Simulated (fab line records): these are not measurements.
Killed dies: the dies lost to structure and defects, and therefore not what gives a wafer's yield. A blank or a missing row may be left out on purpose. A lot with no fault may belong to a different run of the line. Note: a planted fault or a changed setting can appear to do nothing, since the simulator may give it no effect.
Problem report, 8D (eight disciplines) form, completed by code | flow sky130 | the parts of the form that need people (team, actions taken, sign-off) are left out

## 1. THE PROBLEM
At SKY_LDD_LDN_IMPLANT_08, beamEnergyKeV averages 20.405 over 6 wafers from 2 lots, while fault-free wafers read 14.999, standard deviation 0.0054. That is +99 or more standard deviations from the usual mean.
The first sign was on wafer L445.3 at day 24 20:38, on implanter-02. At this step, 18 wafers from 6 lots have a number in the record. The rule behind "out" and "out of limits": a value lying over 4 standard deviations away from the usual mean. The other wafers with a number count as sound.

## 2. WHAT THIS IS AND IS NOT
question                    | is                     | is not
which readings at this step | beamEnergyKeV          | beamOnS
which lots                  | L445, L446             | L440, L456, L459, L463
which wafers of those lots  | all that have a number | -
read on which tools         | implanter-02           | implanter-03, implanter-04
when                        | from day 24 20:38      | up to then (3 sound wafers); but 9 sound wafers of L456, L459, L463 came after

## 3. SUSPECTS, AND WHAT RULES EACH OUT
Counting: a tool at any process step up to the reading remains a suspect when it ran all the lots that are out and ran no sound lot after the first of those.
- implanter-02 at SKY_LDD_LDN_IMPLANT_08: ruled out as a lasting fault. The sound lots L456 went through it after L445, its earliest lot that is out (day 24 20:38).
Left after counting: nothing in the record.

## 4. THE CAUSE (what the simulator had put in)
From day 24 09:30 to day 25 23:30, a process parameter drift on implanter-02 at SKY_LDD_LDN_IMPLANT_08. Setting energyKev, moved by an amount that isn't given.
Counting ruled it out, wrongly.

## 5. THE CHAIN OF EFFECTS, in route order
Each row: a reading where the mean over the struck wafers with a number is more than 3 standard deviations away from the usual. Only readings whose record carries a usual standard deviation are examined. hours: median over the lots of the time between each lot's start at the first step of this table that gives one and its start at this step. sigmas: the change, counted in usual standard deviations.
hours | step                   | reading       | usual  | on struck wafers | change | sigmas
0     | SKY_LDD_LDN_IMPLANT_08 | beamEnergyKeV | 14.999 | 20.405           | +5.406 | +99 or more
It contains these process steps:
- SKY_LDD_LDN_IMPLANT_08

## 6. HOW IT WOULD HAVE BEEN CAUGHT EARLIER
In this record the first reading out of limits was taken at day 24 20:38, 11 hours after the fault began at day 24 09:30.
